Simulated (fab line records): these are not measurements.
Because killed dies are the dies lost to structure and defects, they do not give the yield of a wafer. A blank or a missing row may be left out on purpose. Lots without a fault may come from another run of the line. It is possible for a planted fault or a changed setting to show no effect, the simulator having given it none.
The tool behind it: which one?    flow sky130    33 wafers from 11 lots sampled at 5 of the route's 708 steps

== WHAT THE GAUGES SHOWED, per wafer ==
SKY_FIELD_ISO_THK_MEAS_23. Usual: for FIELD_ISO_OXIDATION_01_THK the level is 9.98 nm and the standard deviation is 0.15.
lot   measured     on             FIELD_ISO_OXIDATION_01_THK (nm)  flag
L620  day 2 07:22  film metro-03  10.05 10.01 10.06                
L621  day 2 11:42  film metro-03  10.17 10.12 10.04                
L622  day 2 17:12  film metro-02  9.77 9.80 9.91                   
L623  day 3 01:26  film metro-02  10.00 10.17 9.96                 
L624  day 3 05:05  film metro-02  9.90 9.67 9.76                   
L625  day 3 08:10  film metro-01  9.96 9.96 9.71                   
L632  day 4 21:44  film metro-01  10.08 10.05 10.09                
L633  day 5 03:22  film metro-01  9.93 9.86 9.87                   
L641  day 6 21:55  film metro-03  10.11 10.25 10.06                
L642  day 7 01:59  film metro-02  9.90 9.84 9.91                   
L643  day 7 06:10  film metro-01  10.02 9.93 9.98                  

SKY_SONOS_ONO_THK_MEAS_01. Usual: for SONOS_ONO_OXIDATION_THK the level is 2.59 nm and the standard deviation is 0.058.
lot   measured      on             SONOS_ONO_OXIDATION_THK (nm)  flag
L620  day 11 11:13  film metro-01  2.53 2.58 2.66                
L621  day 11 19:11  film metro-03  2.59 2.61 2.62                
L622  day 12 05:49  film metro-01  2.60 2.59 2.59                
L623  day 12 13:59  film metro-03  2.62 2.62 2.61                
L624  day 12 19:51  film metro-02  2.51 2.58 2.51                
L625  day 13 00:56  film metro-02  2.69 2.65 2.59                
L632  day 15 12:06  film metro-02  3.07 3.02 3.08                OFF
L633  day 15 21:29  film metro-02  3.07 3.12 3.14                OFF
L641  day 18 12:26  film metro-01  2.56 2.60 2.59                
L642  day 18 21:22  film metro-03  2.60 2.55 2.56                
L643  day 19 05:43  film metro-02  2.63 2.59 2.59                

SKY_POLY_GATE_THK_MEAS_04. Usual: for POLY_GATE_CVD_03_THK the level is 74.7 nm and the standard deviation is 0.56.
lot   measured      on             POLY_GATE_CVD_03_THK (nm)  flag
L620  day 15 08:51  film metro-04  74.6 74.6 75.0             
L621  day 15 19:38  film metro-02  74.2 74.1 74.0             
L622  day 16 07:08  film metro-02  73.1 74.8 73.6             
L623  day 16 15:05  film metro-02  76.1 75.9 75.3             
L624  day 16 15:05  film metro-04  75.9 76.1 75.5             
L625  day 16 19:52  film metro-03  74.7 74.4 74.6             
L632  day 19 15:23  film metro-02  74.6 74.6 74.8             
L633  day 19 23:19  film metro-02  74.3 74.4 74.1             
L641  day 22 19:38  film metro-04  75.1 74.6 75.4             
L642  day 23 04:17  film metro-04  74.3 75.3 74.9             
L643  day 23 10:10  film metro-02  74.4 74.1 74.0             

== WHICH TOOL RAN EACH LOT (tool, then ch and the chambers of the sampled wafers, then the start) ==
lot   SKY_FIELD_ISO_ETCH_15              SKY_SONOS_ONO_OXIDATION_00
L620  rie diel-02 ch 0,2,3, day 2 04:59  furnace-01 ch 0, day 11 09:52
L621  rie diel-04 ch 0,3, day 2 10:01    furnace-01 ch 0, day 11 17:50
L622  rie diel-04 ch 0,1, day 2 15:28    furnace-01 ch 0, day 12 04:26
L623  rie diel-03 ch 0,1, day 2 23:05    furnace-01 ch 0, day 12 12:38
L624  rie diel-03 ch 0,2, day 3 02:17    furnace-02 ch 0, day 12 18:30
L625  rie diel-03 ch 2,3, day 3 06:29    furnace-01 ch 0, day 12 23:34
L632  rie diel-04 ch 1,2,3, day 4 19:14  furnace-01 ch 0, day 15 10:45
L633  rie diel-03 ch 0,2,3, day 5 00:23  furnace-01 ch 0, day 15 20:07
L641  rie diel-04 ch 0,2,3, day 6 19:05  furnace-02 ch 0, day 18 11:04
L642  rie diel-04 ch 2,3, day 6 23:26    furnace-01 ch 0, day 18 20:01
L643  rie diel-02 ch 2,3, day 7 04:20    furnace-01 ch 0, day 19 04:22
- SKY_FIELD_ISO_ETCH_15: etches the open film in CHF3/O2, stops on Si, target depth 180 nm, time 72 s.
- SKY_SONOS_ONO_OXIDATION_00: stabilise 600 s, purge 300 s, target thk 2.6 nm.

== WHAT THE TOOLS THEMSELVES READ (means of the sampled wafers that have a number; where no wafer has one, the mark that the record gives instead) ==
SKY_FIELD_ISO_ETCH_15. Usual: chamber pressure mTorr 40.00 mTorr, standard deviation 0.033; drypump motor current A 5.7 A, standard deviation 0.64; oes product au 0.945 a.u., standard deviation 0.0069; throttle valve pct 8.843 %, standard deviation 0.0094.
lot   tool         chamber pressure mTorr (mTorr)  drypump motor current A (A)  oes product au (a.u.)  throttle valve pct (%)  flag
L620  rie diel-02  40.01                           5.9                          0.942                  8.850                   
L621  rie diel-04  40.04                           6.2                          0.935                  8.846                   
L622  rie diel-04  39.98                           6.1                          0.938                  8.841                   
L623  rie diel-03  40.00                           5.2                          0.947                  8.832                   
L624  rie diel-03  39.98                           5.5                          0.953                  8.843                   
L625  rie diel-03  40.02                           6.1                          0.936                  8.851                   
L632  rie diel-04  39.99                           5.8                          0.947                  8.840                   
L633  rie diel-03  40.01                           5.5                          0.935                  8.833                   
L641  rie diel-04  40.03                           6.1                          0.933                  8.837                   
L642  rie diel-04  40.02                           6.0                          0.947                  8.845                   
L643  rie diel-02  40.00                           5.7                          0.946                  8.834                   

SKY_SONOS_ONO_OXIDATION_00. Usual: ramp up c per min 10.000, standard deviation 0.0017; spike tc bottom C 821.4 C, standard deviation 1.8; spike tc centre C 801.5 C, standard deviation 1.1; spike tc lower C 799.4 C, standard deviation 1.1; spike tc top C 815.4 C, standard deviation 1.6; spike tc upper C 799.7 C, standard deviation 1; tube center temp C 800 C, standard deviation 0.062; tube_center_temp_C_max 802.1, standard deviation 0.32; zone power centre pct 13.56 %, standard deviation 0.24; zone power top pct 26.6 %, standard deviation 0.34.
lot   tool        ramp up c per min  spike tc bottom C (C)  spike tc centre C (C)  spike tc lower C (C)  spike tc top C (C)  spike tc upper C (C)  tube center temp C (C)  tube_center_temp_C_max  zone power centre pct (%)  zone power top pct (%)  flag
L620  furnace-01  10.000             820.6                  802.0                  798.4                 816.0               800.2                 800                     802.2                   13.52                      26.8                    
L621  furnace-01  10.000             820.7                  800.8                  799.0                 816.1               798.9                 800                     802.0                   13.50                      26.9                    
L622  furnace-01  10.001             819.1                  802.1                  798.5                 816.4               801.1                 800                     801.8                   13.47                      26.6                    
L623  furnace-01  10.000             820.5                  802.2                  799.2                 815.9               799.2                 800                     802.1                   13.52                      26.9                    
L624  furnace-02  9.999              824.0                  800.3                  799.4                 814.7               800.0                 800                     801.9                   13.88                      26.5                    
L625  furnace-01  9.999              821.2                  801.2                  799.7                 816.5               800.1                 800                     802.0                   13.40                      26.4                    
L632  furnace-01  10.001             834.7                  816.0                  813.7                 829.4               814.4                 814                     816.3                   13.89                      27.8                    OFF
L633  furnace-01  10.001             834.0                  816.4                  812.3                 829.6               813.2                 814                     816.2                   13.82                      27.6                    OFF
L641  furnace-02  10.001             824.4                  799.8                  800.5                 813.5               799.3                 800                     801.9                   13.92                      26.2                    
L642  furnace-01  10.001             820.2                  801.5                  799.3                 815.5               798.8                 800                     802.1                   13.40                      26.4                    
L643  furnace-01  10.001             820.3                  802.5                  799.1                 817.5               799.5                 800                     801.8                   13.43                      26.8                    

== THE ANSWER, worked out from the rows above alone ==
Rule: take the mean of a lot's wafers that have a number; if it is more than 3 standard deviations from the usual mean, the lot is off. Also off: a lot with no number at a reading for which 4 or more lots have one. Where the step has rows for the other lots, those lots are counted as sound. First the gauges in route order, then the tools' own readings, where a lot's mean is used as printed above. The first step at which some lot is off is used, and at that step the reading that is off furthest; a lot without a number counts as furthest.
Off: L632, L633, at SKY_SONOS_ONO_THK_MEAS_01 (SONOS_ONO_OXIDATION_THK).
If a tool, at a process step before that reading, ran all the lots that are off and no sound lot after the first of them, it fits. Not tried: the gauges at SKY_SONOS_ONO_THK_MEAS_01; whatever is off there is also off at SKY_SONOS_ONO_OXIDATION_00, on other tools, and gauge error can't account for it. No candidate that was tried fits.

== WHAT THE SIMULATOR PUT IN ==
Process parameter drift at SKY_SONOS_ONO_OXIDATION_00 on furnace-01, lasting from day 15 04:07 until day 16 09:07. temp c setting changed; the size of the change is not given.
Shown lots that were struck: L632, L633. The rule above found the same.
